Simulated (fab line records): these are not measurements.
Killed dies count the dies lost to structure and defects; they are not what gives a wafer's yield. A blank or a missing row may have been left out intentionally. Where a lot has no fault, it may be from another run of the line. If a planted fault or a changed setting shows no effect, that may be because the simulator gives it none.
Which tool is to blame? :: flow sky130 :: 24 lots with 72 wafers sampled at 4 steps, on a route of 708 steps

WHAT THE GAUGES READ, wafer by wafer
SKY_CAPM_OVL_MEAS_12. Usual: CAPM_OVL 0.2 nm, standard deviation 1.4.
lot: L074
measured: day 39 02:52
on: overlay-01
CAPM_OVL (nm): 0.1 -0.5 0.7
flag: 

lot: L075
measured: day 39 11:38
on: overlay-02
CAPM_OVL (nm): -0.4 1.4 0.4
flag: 

lot: L076
measured: day 39 13:27
on: overlay-02
CAPM_OVL (nm): 1.5 0.7 2.1
flag: 

lot: L077
measured: day 40 14:08
on: overlay-01
CAPM_OVL (nm): -0.4 -0.1 0.0
flag: 

lot: L078
measured: day 40 17:25
on: overlay-02
CAPM_OVL (nm): 0.5 -2.1 0.3
flag: 

lot: L079
measured: day 40 20:07
on: overlay-02
CAPM_OVL (nm): 0.1 4.0 1.8
flag: 

lot: L080
measured: day 40 23:45
on: overlay-01
CAPM_OVL (nm): 1.0 0.7 -0.1
flag: 

lot: L081
measured: day 41 11:56
on: overlay-02
CAPM_OVL (nm): 1.4 -2.3 -3.5
flag: 

lot: L082
measured: day 41 19:28
on: overlay-02
CAPM_OVL (nm): 2.5 1.6 2.0
flag: 

lot: L083
measured: day 41 22:52
on: overlay-02
CAPM_OVL (nm): 0.1 0.6 0.7
flag: 

lot: L084
measured: day 42 07:56
on: overlay-02
CAPM_OVL (nm): -1.1 -0.7 -3.0
flag: 

lot: L085
measured: day 42 18:53
on: overlay-01
CAPM_OVL (nm): 0.0 -2.4 -1.2
flag: 

lot: L086
measured: day 43 01:37
on: overlay-01
CAPM_OVL (nm): -1.0 1.6 -1.3
flag: 

lot: L088
measured: day 43 06:01
on: overlay-01
CAPM_OVL (nm): 0.1 -2.3 -0.5
flag: 

lot: L087
measured: day 43 08:25
on: overlay-02
CAPM_OVL (nm): 1.9 1.2 1.7
flag: 

lot: L089
measured: day 43 11:29
on: overlay-02
CAPM_OVL (nm): -1.2 -2.1 0.1
flag: 

lot: L090
measured: day 43 21:49
on: overlay-02
CAPM_OVL (nm): 1.7 1.5 0.0
flag: 

lot: L091
measured: day 44 00:02
on: overlay-02
CAPM_OVL (nm): 1.6 1.1 -0.4
flag: 

lot: L092
measured: day 44 04:56
on: overlay-02
CAPM_OVL (nm): -2.9 -2.6 -1.9
flag: 

lot: L093
measured: day 44 10:34
on: overlay-02
CAPM_OVL (nm): -1.0 1.2 -0.9
flag: 

lot: L094
measured: day 44 15:46
on: overlay-01
CAPM_OVL (nm): 1.2 1.1 0.7
flag: 

lot: L095
measured: day 45 01:31
on: overlay-02
CAPM_OVL (nm): -1.1 -0.6 -0.7
flag: 

lot: L096
measured: day 45 06:44
on: overlay-01
CAPM_OVL (nm): 1.3 0.0 0.1
flag: 

lot: L097
measured: day 45 10:59
on: overlay-02
CAPM_OVL (nm): -1.4 -1.2 0.6
flag: 

SKY_METAL3_CD_MEAS_13 targets a cd of 300 nm. Usual: cd nm 300.3 nm, standard deviation 1.5.
lot: L074
measured: day 40 04:47
on: cd sem-01
cd nm (nm): 302.7 303.8 303.8
flag: 

lot: L075
measured: day 40 13:50
on: cd sem-02
cd nm (nm): 302.5 302.3 300.9
flag: 

lot: L076
measured: day 40 15:43
on: cd sem-02
cd nm (nm): 300.0 299.3 299.6
flag: 

lot: L077
measured: day 41 16:41
on: cd sem-01
cd nm (nm): 301.4 301.1 300.4
flag: 

lot: L078
measured: day 41 19:20
on: cd sem-01
cd nm (nm): 300.7 300.5 300.0
flag: 

lot: L079
measured: day 41 21:56
on: cd sem-01
cd nm (nm): 301.4 300.8 300.7
flag: 

lot: L080
measured: day 42 01:37
on: cd sem-02
cd nm (nm): 300.9 300.9 300.9
flag: 

lot: L081
measured: day 42 13:50
on: cd sem-01
cd nm (nm): 296.5 296.4 297.6
flag: 

lot: L082
measured: day 42 20:48
on: cd sem-02
cd nm (nm): 300.8 299.8 300.0
flag: 

lot: L083
measured: day 43 00:44
on: cd sem-01
cd nm (nm): 304.2 303.5 301.7
flag: 

lot: L084
measured: day 43 08:38
on: cd sem-02
cd nm (nm): 299.5 299.9 300.2
flag: 

lot: L085
measured: day 43 20:14
on: cd sem-01
cd nm (nm): 299.6 298.8 298.9
flag: 

lot: L086
measured: day 44 02:16
on: cd sem-02
cd nm (nm): 300.6 300.4 301.2
flag: 

lot: L088
measured: day 44 06:08
on: cd sem-02
cd nm (nm): 302.8 301.8 301.3
flag: 

lot: L087
measured: day 44 08:57
on: cd sem-02
cd nm (nm): 300.3 299.2 299.9
flag: 

lot: L089
measured: day 44 11:06
on: cd sem-01
cd nm (nm): 301.1 299.4 301.1
flag: 

lot: L090
measured: day 44 21:49
on: cd sem-02
cd nm (nm): 299.0 299.9 300.2
flag: 

lot: L091
measured: day 44 23:41
on: cd sem-02
cd nm (nm): 298.4 299.1 300.0
flag: 

lot: L092
measured: day 45 05:03
on: cd sem-01
cd nm (nm): 299.9 299.7 301.9
flag: 

lot: L093
measured: day 45 09:19
on: cd sem-01
cd nm (nm): 299.0 297.1 299.8
flag: 

lot: L094
measured: day 45 15:42
on: cd sem-02
cd nm (nm): 301.5 300.2 299.0
flag: 

lot: L095
measured: day 46 01:22
on: cd sem-02
cd nm (nm): 299.6 299.9 299.8
flag: 

lot: L096
measured: day 46 05:20
on: cd sem-02
cd nm (nm): 297.7 297.8 298.1
flag: 

lot: L097
measured: day 46 10:24
on: cd sem-02
cd nm (nm): 302.5 302.3 300.7
flag: 

SKY_VIA3_BOW_MEAS_03. Usual: VIA3_BOW 78 um, standard deviation 7.7.
lot: L074
measured: day 40 06:29
on: film metro-04
VIA3_BOW (um): 81 77 76
flag: 

lot: L075
measured: day 40 15:26
on: film metro-03
VIA3_BOW (um): 73 75 84
flag: 

lot: L076
measured: day 40 17:27
on: film metro-03
VIA3_BOW (um): 84 72 74
flag: 

lot: L077
measured: day 41 18:25
on: film metro-04
VIA3_BOW (um): 69 73 74
flag: 

lot: L078
measured: day 41 21:04
on: film metro-04
VIA3_BOW (um): 79 70 77
flag: 

lot: L079
measured: day 41 23:37
on: film metro-04
VIA3_BOW (um): 76 77 71
flag: 

lot: L080
measured: day 42 03:13
on: film metro-03
VIA3_BOW (um): 80 84 90
flag: 

lot: L081
measured: day 42 15:33
on: film metro-04
VIA3_BOW (um): 90 99 99
flag: 

lot: L082
measured: day 42 22:32
on: film metro-04
VIA3_BOW (um): 72 78 75
flag: 

lot: L083
measured: day 43 02:22
on: film metro-04
VIA3_BOW (um): 79 85 83
flag: 

lot: L084
measured: day 43 10:21
on: film metro-03
VIA3_BOW (um): 62 73 69
flag: 

lot: L085
measured: day 43 21:55
on: film metro-04
VIA3_BOW (um): 75 83 83
flag: 

lot: L086
measured: day 44 03:56
on: film metro-04
VIA3_BOW (um): 94 86 89
flag: 

lot: L088
measured: day 44 07:46
on: film metro-01
VIA3_BOW (um): 82 75 78
flag: 

lot: L087
measured: day 44 10:35
on: film metro-04
VIA3_BOW (um): 83 74 73
flag: 

lot: L089
measured: day 44 12:44
on: film metro-04
VIA3_BOW (um): 78 79 72
flag: 

lot: L090
measured: day 44 23:38
on: film metro-01
VIA3_BOW (um): 66 71 75
flag: 

lot: L091
measured: day 45 01:17
on: film metro-04
VIA3_BOW (um): 88 82 84
flag: 

lot: L092
measured: day 45 06:49
on: film metro-01
VIA3_BOW (um): 77 73 77
flag: 

lot: L093
measured: day 45 11:00
on: film metro-04
VIA3_BOW (um): 77 84 91
flag: 

lot: L094
measured: day 45 17:35
on: film metro-01
VIA3_BOW (um): 83 81 81
flag: 

lot: L095
measured: day 46 02:58
on: film metro-04
VIA3_BOW (um): 71 76 70
flag: 

lot: L096
measured: day 46 07:14
on: film metro-04
VIA3_BOW (um): 67 83 80
flag: 

lot: L097
measured: day 46 12:01
on: film metro-01
VIA3_BOW (um): 71 75 71
flag: 

SKY_VIA3_CD_MEAS_12 targets a cd of 200 nm. Usual: cd nm 199.7 nm, standard deviation 1.5.
lot: L074
measured: day 41 07:47
on: cd sem-02
cd nm (nm): 200.4 200.3 199.4
flag: 

lot: L075
measured: day 41 17:00
on: cd sem-01
cd nm (nm): 200.9 201.8 200.4
flag: 

lot: L076
measured: day 41 19:09
on: cd sem-01
cd nm (nm): 197.7 198.1 197.4
flag: 

lot: L077
measured: day 42 19:14
on: cd sem-01
cd nm (nm): 199.3 198.0 198.4
flag: 

lot: L078
measured: day 42 21:43
on: cd sem-01
cd nm (nm): 199.8 199.7 197.6
flag: 

lot: L079
measured: day 43 00:50
on: cd sem-02
cd nm (nm): 198.9 199.4 197.8
flag: 

lot: L080
measured: day 43 03:39
on: cd sem-01
cd nm (nm): 201.4 202.3 201.2
flag: 

lot: L081
measured: day 43 15:46
on: cd sem-02
cd nm (nm): 198.1 198.8 199.7
flag: 

lot: L082
measured: day 43 23:33
on: cd sem-01
cd nm (nm): 198.7 198.9 197.8
flag: 

lot: L083
measured: day 44 02:37
on: cd sem-02
cd nm (nm): 195.9 194.6 195.8
flag: 

lot: L084
measured: day 44 10:15
on: cd sem-01
cd nm (nm): 200.4 200.3 201.4
flag: 

lot: L085
measured: day 44 21:19
on: cd sem-02
cd nm (nm): 201.5 202.3 200.2
flag: 

lot: L086
measured: day 45 03:34
on: cd sem-01
cd nm (nm): 197.2 198.4 197.7
flag: 

lot: L088
measured: day 45 07:02
on: cd sem-01
cd nm (nm): 199.5 200.5 199.3
flag: 

lot: L087
measured: day 45 08:32
on: cd sem-01
cd nm (nm): 200.9 201.0 200.6
flag: 

lot: L089
measured: day 45 11:51
on: cd sem-01
cd nm (nm): 200.9 200.1 201.7
flag: 

lot: L090
measured: day 45 22:18
on: cd sem-01
cd nm (nm): 197.8 199.5 199.9
flag: 

lot: L091
measured: day 45 23:46
on: cd sem-02
cd nm (nm): 199.2 199.6 199.8
flag: 

lot: L092
measured: day 46 05:23
on: cd sem-01
cd nm (nm): 199.9 201.7 201.0
flag: 

lot: L093
measured: day 46 09:13
on: cd sem-02
cd nm (nm): 200.9 200.2 199.7
flag: 

lot: L094
measured: day 46 16:33
on: cd sem-01
cd nm (nm): 199.3 199.0 200.4
flag: 

lot: L095
measured: day 47 00:57
on: cd sem-02
cd nm (nm): 199.5 200.7 200.2
flag: 

lot: L096
measured: day 47 04:25
on: cd sem-02
cd nm (nm): 201.2 200.2 200.2
flag: 

lot: L097
measured: day 47 09:12
on: cd sem-01
cd nm (nm): 201.1 200.9 199.6
flag: 

WHAT TOOL EACH LOT RAN ON (gives the tool, then ch and the chambers of the sampled wafers, and finally the start)
The record shows no process step preceding these readings.

AS READ BY THE TOOLS THEMSELVES (means over the sampled wafers that have a number; for cases with no such wafer, the mark the record gives instead)
The record holds no such reading with a usual standard deviation.

THE ANSWER, worked out from the rows above alone
Rule: lot off if the mean of its wafers having a number is beyond 3 standard deviations from the usual mean. A lot without any number at a reading at which 4 lots or more have one is off too. Any other lot the step has rows for is counted as sound. Order of review: gauges by route order, followed by the tools' own readings, for which a lot's mean as printed above is used. The first step at which some lot is off is used, and at that step the reading that is off furthest; a lot without a number counts as furthest.
Across all readings shown, no lot is off: no conclusion can be drawn from this.

WHAT HAD BEEN PUT IN BY THE SIMULATOR
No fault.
